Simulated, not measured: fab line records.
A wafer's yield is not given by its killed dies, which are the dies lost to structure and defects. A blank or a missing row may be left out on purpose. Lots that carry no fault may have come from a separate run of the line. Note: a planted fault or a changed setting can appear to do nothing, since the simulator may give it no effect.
A lot that was struck, set against a sound lot ; flow sky130 ; 32 out of 708 route steps
Sound: these wafers, L805.3, L805.4, L805.5. Struck: wafers L804.2, L804.3, L804.5. Last of all comes the cause.
Order at every step that has rows: each side's tool, ch and its chambers, its first start. Under that, the readings that differ: sound wafers ; struck wafers ; difference of the means ; sigmas: that difference in standard deviations of wafers without a fault.
alike: same words and numbers on both sides, and readings whose means sit less than 2 such deviations apart. not compared: any withheld reading, any reading some wafer has no value for, any bound like >300 that may hide the same value, and any number with overlapping values for which the record gives no deviation.
The two part at a step that has a row with sigmas, a row that says differs or no value, or rows on one side only. When numbers do not overlap yet have no deviation, they are printed without sigmas and do not part them. A reading missing from all wafers of one side parts the sides only when that side holds two or more wafers.

SKY_PWDE_OVL_MEAS_07:
  sound on overlay-01, day 7 14:58; struck on overlay-02, day 7 05:34
  alike: PWDE_OVL
after that, 1 step had no rows for these wafers: SKY_PWDE_IMPLANT_08.
SKY_PWDE_STRIP_09: strips in O2/N2.
  sound on plasmaAsher-01 ch 0,1, day 7 15:10; struck on plasmaAsher-01 ch 1, day 7 05:44
  alike: drypumpMotorCurrentA, oesProductAu, stripTimeToEndpointS
  not compared: rfHoursCounterH
SKY_PWDE_TW_MEAS_10:
  sound on filmMetro-03, day 7 15:15; struck on filmMetro-03, day 7 05:51
  alike: PWDE_TW
then, 7 steps without rows for these wafers: SKY_NWELL_DEHYDRATE_03 (time 60 s); SKY_NWELL_HMDS_04 (prime time 60 s); SKY_NWELL_COAT_05 (resist thk 3000 nm); SKY_NWELL_SOFTBAKE_06; SKY_NWELL_EXPOSE_07 (exposes mask NWM, target cd 840 nm); SKY_NWELL_PEB_08; SKY_NWELL_DEVELOP_09 (develop time 60 s).
SKY_NWELL_OVL_MEAS_10:
  sound on overlay-01, day 8 13:03; struck on overlay-01, day 8 03:01
  alike: NWELL_00_OVL
SKY_NWELL_IMPLANT_11:
  sound on implanter-01 ch 0, day 8 13:08; struck on implanter-04 ch 0, day 8 03:04
reading;sound;struck;difference;sigmas
beamEnergyKeV;400.02 400.07 400.06;320.16 320.24 320.25;-79.83;-99 or more
model.implant.rpNm (nm);503.3 503.3 503.3;401.2 401.2 401.2;-102.1;
model.implant.drpNm (nm);116.9 116.9 116.9;104.7 104.7 104.7;-12.2;
then, 2 steps without rows for these wafers: SKY_NWELL_IMPLANT_12; SKY_NWELL_IMPLANT_13.
SKY_NWELL_STRIP_14: strips in O2/N2.
  sound on plasmaAsher-03 ch 0,1, day 8 13:34; struck on plasmaAsher-03 ch 0,1, day 8 03:29
  alike: drypumpMotorCurrentA, oesProductAu, stripTimeToEndpointS
  not compared: rfHoursCounterH
SKY_NWELL_TW_MEAS_15:
  sound on filmMetro-04, day 8 13:39; struck on filmMetro-04, day 8 03:36
reading;sound;struck;difference;sigmas
NWELL_TW;1812 1809 1820;1759 1769 1769;-48;-4
then, 7 steps without rows for these wafers: SKY_NWELL_DEHYDRATE_16 (time 60 s); SKY_NWELL_HMDS_17 (prime time 60 s); SKY_NWELL_COAT_18 (resist thk 3000 nm); SKY_NWELL_SOFTBAKE_19; SKY_NWELL_EXPOSE_20 (exposes mask NWM COMPLEMENT, target cd 840 nm); SKY_NWELL_PEB_21; SKY_NWELL_DEVELOP_22 (develop time 60 s).
SKY_NWELL_OVL_MEAS_23:
  sound on overlay-01, day 9 12:28; struck on overlay-02, day 9 01:49
  alike: NWELL_01_OVL
after that, 1 step had no rows for these wafers: SKY_NWELL_IMPLANT_24.
SKY_NWELL_STRIP_25: strips in O2/N2.
  sound on plasmaAsher-01 ch 0,1, day 9 12:40; struck on plasmaAsher-03 ch 1, day 9 01:59
  alike: drypumpMotorCurrentA, oesProductAu, stripTimeToEndpointS
  not compared: rfHoursCounterH
SKY_NWELL_TW_MEAS_26:
  sound on filmMetro-01, day 9 12:46; struck on filmMetro-01, day 9 02:06
  alike: NWELL_2_TW
then, 1 step without rows for these wafers: SKY_NWELL_CLEAN_27 (cleans in SC1/SC2, time 150 s).
SKY_NWELL_RTA_28: time 30 s.
  sound on rtpAnneal-02 ch 0, day 9 12:53; struck on rtpAnneal-01 ch 0, day 9 02:13
  alike: annealTempCMax, lampPowerPct, wafer_temp_C_max
SKY_NWELL_RS_MEAS_29: measures by four-point-probe.
  sound on filmMetro-04, day 9 12:59; struck on filmMetro-04, day 9 02:19
reading;sound;struck;difference;sigmas
NWELL_RS (ohm/sq);624.7 625.2 621.9;662.1 662.1 662.3;+38.2;+29
-- the record jumps here: 42 days lie between the struck wafers' starts before and after (it left off in module NWELL and takes up again in module PAD_OPEN, whose first step shown is number 708 of the route) --
SKY_PAD_OPEN_PROBE_99:
  sound on prober-02, day 51 12:58; struck on prober-01, day 51 04:41
reading;sound;struck;difference;sigmas
model.etest.pfet_16v.rOnOhmUm;1.531e+04 1.513e+04 1.528e+04;1.635e+04 1.641e+04 1.602e+04;+1.020e+03;
model.etest.resNwell.lineOhmUm;1089 1073 1084;2056 2043 1945;+933;
model.etest.resNwell.rsOhmSq;923.7 914.5 919.1;1617 1625 1548;+678;
model.etest.nfet_16v.rOnOhmUm;1.409e+04 1.399e+04 1.407e+04;1.479e+04 1.452e+04 1.46e+04;+5.867e+02;
model.etest.pfetG5v0d10v5.rOnOhmUm;4816 4761 4844;5060 4983 5022;+215;
model.etest.tip_p_5v.rsOhmSq;2828 2824 2833;3082 3106 3083;+262;
model.etest.tipP.rsOhmSq;6941 6989 6947;7098 7107 7172;+167;
model.etest.resNwell.widthNm (nm);848.8 848.9 841.6;794.5 799.4 794.3;-50.4;
  alike: killed_at_M0_to_M3, killed_at_M4_up, killedAtContacts, killedAtFrontEnd, killedAtOther, killedDies, killedOpen, killedShort

== WHERE THEY PART ==
First at SKY_NWELL_IMPLANT_11; last, within this record, at SKY_NWELL_RS_MEAS_29. Later steps at which nothing parts them and some readings are alike: SKY_PAD_OPEN_PROBE_99.

WHY: what the simulator had put in
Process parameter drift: implanter-04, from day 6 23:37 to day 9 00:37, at SKY_NWELL_IMPLANT_11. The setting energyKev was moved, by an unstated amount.
